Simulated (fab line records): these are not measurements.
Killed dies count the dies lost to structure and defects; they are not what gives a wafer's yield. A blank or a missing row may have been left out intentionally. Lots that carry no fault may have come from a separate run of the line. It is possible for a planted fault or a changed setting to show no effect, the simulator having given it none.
Code-filled problem report in 8D (eight disciplines) form	flow sky130	the parts of the form that need people (team, actions taken, sign-off) are left out

## 1. WHAT IS WRONG
Mean LDD_LDN_TW at SKY_LDD_LDN_TW_MEAS_13: 1414 over 6 wafers in 2 lots; fault-free wafers: 1491, standard deviation 12. Relative to the usual mean, that is a shift of -6.4 standard deviations.
The first sign was on wafer L821.2 at day 27 20:52, on film metro-02. The record holds 42 wafers of 14 lots with a number at this step. The rule behind "out" and "out of limits": a value lying over 4 standard deviations away from the usual mean. The other wafers with a number count as sound.

## 2. WHAT IT IS, AND WHAT IT ISN'T
question	is	is not
which readings at this step	LDD_LDN_TW	-
which lots	L821, L823	L809, L810, L811, L812, L813, L814, L815, L817, L819, L825, L826, L827
which wafers of those lots	all that have a number	-
read on which gauges	film metro-02, film metro-04	film metro-01
when	from day 27 20:52	up to then (27 sound wafers); but 9 sound wafers of L825, L826, L827 came after

## 3. THE SUSPECTS, EACH WITH WHAT RULES IT OUT
Counting: a tool at any process step up to the reading remains a suspect when it ran all the lots that are out and ran no sound lot after the first of those.
- the gauge at SKY_LDD_LDN_TW_MEAS_13 has been ruled out. The wafers that are out were read on 2 gauges (film metro-02, film metro-04).
- plasma asher-04 at SKY_POLY_GATE_STRIP_18 (strips in O2/N2): ruled out as a lasting fault. After its first lot that is out, L821 (day 21 10:07), sound lots L827 ran on it.
- implanter-02 at SKY_LDD_LDN_IMPLANT_11: kept. It ran every lot that is out, first L821 (day 27 20:38), and no sound lot after that; its last sound lot up to then is L819 (day 27 06:25). Out on those wafers are its own readings of dose ions cm2, faraday current uA.
After counting, what remains is implanter-02 at SKY_LDD_LDN_IMPLANT_11.

## 4. THE CAUSE (what the simulator had put in)
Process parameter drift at SKY_LDD_LDN_IMPLANT_11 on implanter-02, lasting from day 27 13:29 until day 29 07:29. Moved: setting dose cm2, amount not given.
Only this tool survived the counting.

## 5. THE CHAIN OF EFFECTS, in route order
One row per reading whose mean, taken over the struck wafers that have a number, lies over 3 standard deviations from the usual. Readings are gone through only where the record gives a usual standard deviation; hours: the median, over the lots, of the time from a lot's start at the first step in this table giving one to that lot's start at this step; sigmas: the change measured in usual standard deviations.
hours	step	reading	usual	on struck wafers	change	sigmas
0	SKY_LDD_LDN_IMPLANT_11	dose ions cm2	1.2502e+13	5.5535e+12	-6.9485e+12	-99 or more
0	SKY_LDD_LDN_IMPLANT_11	faraday current uA	70.3	31.0	-39.3	-28
0	SKY_LDD_LDN_TW_MEAS_13	LDD_LDN_TW	1491	1414	-77	-6.4
The process steps in it:
- SKY_LDD_LDN_IMPLANT_11

## 6. HOW IT WOULD HAVE BEEN CAUGHT EARLIER
7 hours passed between the start of the fault at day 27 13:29 and the first reading out of limits at a measuring or inspecting step in this record, taken at day 27 20:52.
Tool's own readings at SKY_LDD_LDN_IMPLANT_11, dose ions cm2, faraday current uA: out on all struck wafers the step has rows for; an alarm limit on them would have tripped on the first.
Of the lots that are out (2), L823 began SKY_LDD_LDN_IMPLANT_11 on implanter-02 after day 27 20:52. Putting the tool on hold at that point would have spared it.
